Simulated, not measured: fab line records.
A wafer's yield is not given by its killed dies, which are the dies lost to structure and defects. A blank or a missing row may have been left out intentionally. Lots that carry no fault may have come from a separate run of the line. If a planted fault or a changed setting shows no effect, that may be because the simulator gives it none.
Comparing a struck lot with a sound one -- flow sky130 -- 14 steps out of a route of 708
Sound: the wafers L206.1, L206.2, L206.6. The struck wafers were L203.1, L203.4, L203.5. Last of all comes the cause.
For every step that has rows: the tool of each side, followed by ch and its chambers, followed by its first start. Under that, the readings that differ: sound wafers -- struck wafers -- difference of the means -- sigmas: that difference in standard deviations of wafers without a fault.
alike: a reading whose means differ by less than 2 such deviations, as well as words and numbers matching on both sides. not compared: withheld readings; readings where some wafer has no value; bounds like >300 that might hide an equal value; numbers whose values overlap and for which the record gives no deviation.
A row with sigmas, a row that says differs or no value, or rows on one side alone: a step with any of these is where the two part. Numbers that have no deviation but don't overlap get no sigmas and don't part them. A reading that every wafer of one side lacks parts them only if that side has two wafers or more.

first, 3 steps without rows for these wafers: SKY_FIELD_ISO_EXPOSE_10 (exposes mask FOM, target cd 150 nm); SKY_FIELD_ISO_PEB_11; SKY_FIELD_ISO_DEVELOP_12 (develop time 60 s).
SKY_FIELD_ISO_CD_MEAS_13: target cd 150 nm.
  sound: cdSem-02 at day 6 03:55; struck: cdSem-02 at day 5 14:25
  alike: cdNm
SKY_FIELD_ISO_ETCH_14: etches BARC in N2/H2, stops on SiO2, time 45.9 s, target depth 60 nm.
  sound on rieDiel-01 ch 0,3, day 6 04:02; struck on rieDiel-01 ch 0,1,3, day 5 14:32
  alike: drypumpMotorCurrentA, oesProductAu, rfFwdPowerW, throttleValvePct
  not compared: rfHoursCounterH
SKY_FIELD_ISO_ETCH_15: etches the open film in CHF3/O2, stops on Si, target depth 180 nm, time 72 s.
  sound on rieDiel-01 ch 0,3, day 6 04:05; struck on rieDiel-01 ch 0,1,3, day 5 14:35
  alike: drypumpMotorCurrentA, oesProductAu, rfFwdPowerW, throttleValvePct
  not compared: rfHoursCounterH
SKY_FIELD_ISO_STRIP_16: strips in O2/N2.
  sound on plasmaAsher-04 ch 0,1, day 6 04:08; struck on plasmaAsher-02 ch 0, day 5 14:38
  alike: drypumpMotorCurrentA, oesProductAu, stripTimeToEndpointS
  not compared: rfHoursCounterH
SKY_FIELD_ISO_ETCH_17: etches Si in HBr/Cl2/O2, target depth 342 nm, time 101 s.
  sound on rieSi-01 ch 0,2, day 6 04:14; struck on rieSi-02 ch 1,2, day 5 14:44
  alike: drypumpMotorCurrentA, oesProductAu, throttleValvePct
  not compared: rfHoursCounterH
then, 4 steps without rows for these wafers: SKY_FIELD_ISO_WET_ETCH_18 (etches Si3N4 in H3PO4, target depth 25 nm, time 286 s); SKY_FIELD_ISO_CLEAN_19 (cleans in SC1/SC2, time 150 s); SKY_FIELD_ISO_CLEAN_20 (cleans in dHF, time 20 s); SKY_FIELD_ISO_WET_ETCH_21 (etches SiO2 in dHF, target depth 20 nm, time 400 s).
SKY_FIELD_ISO_OXIDATION_22: stabilise 600 s, purge 300 s, target thk 10 nm.
  struck on furnace-02, day 5 16:28; sound on furnace-01 ch 0, day 6 04:36
  no value came back on the struck wafers for oxTempC (C), oxTempCMax, spikeTcCentreC (C), zonePowerBottomPct (%); on the sound wafers oxTempC (C) reads 950.0 949.9 950.2
then, 1 step without rows for these wafers: SKY_FIELD_ISO_CVD_24 (deposits SiO2, target thk 595 nm, time 99.2 s).

## WHERE THEY PART
Within this record, at SKY_FIELD_ISO_OXIDATION_22 only.

WHY: what the simulator had put in
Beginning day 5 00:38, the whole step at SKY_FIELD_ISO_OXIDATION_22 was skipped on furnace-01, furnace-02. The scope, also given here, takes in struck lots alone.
